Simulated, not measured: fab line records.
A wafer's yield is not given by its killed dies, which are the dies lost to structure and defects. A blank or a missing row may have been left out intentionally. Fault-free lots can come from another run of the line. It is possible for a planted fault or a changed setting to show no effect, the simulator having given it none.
Problem report, 8D (eight disciplines) form, completed by code    flow sky130    the parts of the form that need people (team, actions taken, sign-off) are left out

1. THE ISSUE
NWELL_01_OVL at SKY_NWELL_OVL_MEAS_23 reads a mean of 241.0 nm on 6 wafers of 2 lots; wafers without a fault read -0.3 nm with a standard deviation of 1.3. That is +99 or more standard deviations from the usual mean.
The first sign was on wafer L712.1 at day 9 19:52, on overlay-02. The record holds 36 wafers of 12 lots with a number at this step. The rule behind "out" and "out of limits": a value lying over 4 standard deviations away from the usual mean. The rest of the wafers with a number are treated as sound.

2. WHAT IT IS; WHAT IT IS NOT
question                     is                      is not
which readings at this step  NWELL_01_OVL            -
which lots                   L712, L714              L696, L697, L698, L699, L701, L703, L715, L716, L717, L719
which wafers of those lots   all that have a number  -
read on which gauges         overlay-02              overlay-01
when                         from day 9 19:52        up to then (18 sound wafers); but 12 sound wafers of L715, L716, L717, L719 came after

3. THE SUSPECTS, EACH WITH WHAT RULES IT OUT
Counting: a tool at a process step up to the reading stays a suspect if it ran every lot that is out and no sound lot after the first of them.
- the gauge at SKY_NWELL_OVL_MEAS_23: kept. All the wafers that are out were read on overlay-02, and no step on other tools shows them out.
- iline_stepper-02 at SKY_NWELL_EXPOSE_20 (exposes mask NWM COMPLEMENT, target cd 840 nm): kept. It processed each lot that is out, first L712 at day 9 08:53, and no sound lot thereafter; up to then, the last sound lot it processed was L703 at day 6 15:10.
What counting leaves: iline_stepper-02 at SKY_NWELL_EXPOSE_20 and overlay-02 at SKY_NWELL_OVL_MEAS_23.

4. THE CAUSE (what the simulator had put in)
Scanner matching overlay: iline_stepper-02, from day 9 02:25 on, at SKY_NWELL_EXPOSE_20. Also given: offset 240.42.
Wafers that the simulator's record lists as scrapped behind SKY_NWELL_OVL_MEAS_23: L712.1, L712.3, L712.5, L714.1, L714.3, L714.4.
After counting, 2 suspects remain, this tool included.

5. SEQUENCE OF EFFECTS, ordered by route
Each row: a reading where the mean over the struck wafers with a number is more than 3 standard deviations away from the usual. Only readings whose record carries a usual standard deviation are examined. hours: median over the lots of the time between each lot's start at the first step of this table that gives one and its start at this step. sigmas: the change, counted in usual standard deviations.
hours  step                   reading       usual    on struck wafers  change  sigmas
0      SKY_NWELL_OVL_MEAS_23  NWELL_01_OVL  -0.3 nm  241.0             +241.3  +99 or more

6. WHAT WOULD HAVE CAUGHT IT SOONER
In this record the first reading out of limits at a measuring or inspecting step was taken at day 9 19:52, 17 hours after the fault began at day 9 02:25.
The start of SKY_NWELL_EXPOSE_20 on iline_stepper-02 came by day 9 19:52 for every one of the lots that are out (2). None of them would have been spared by holding the tool at that moment.
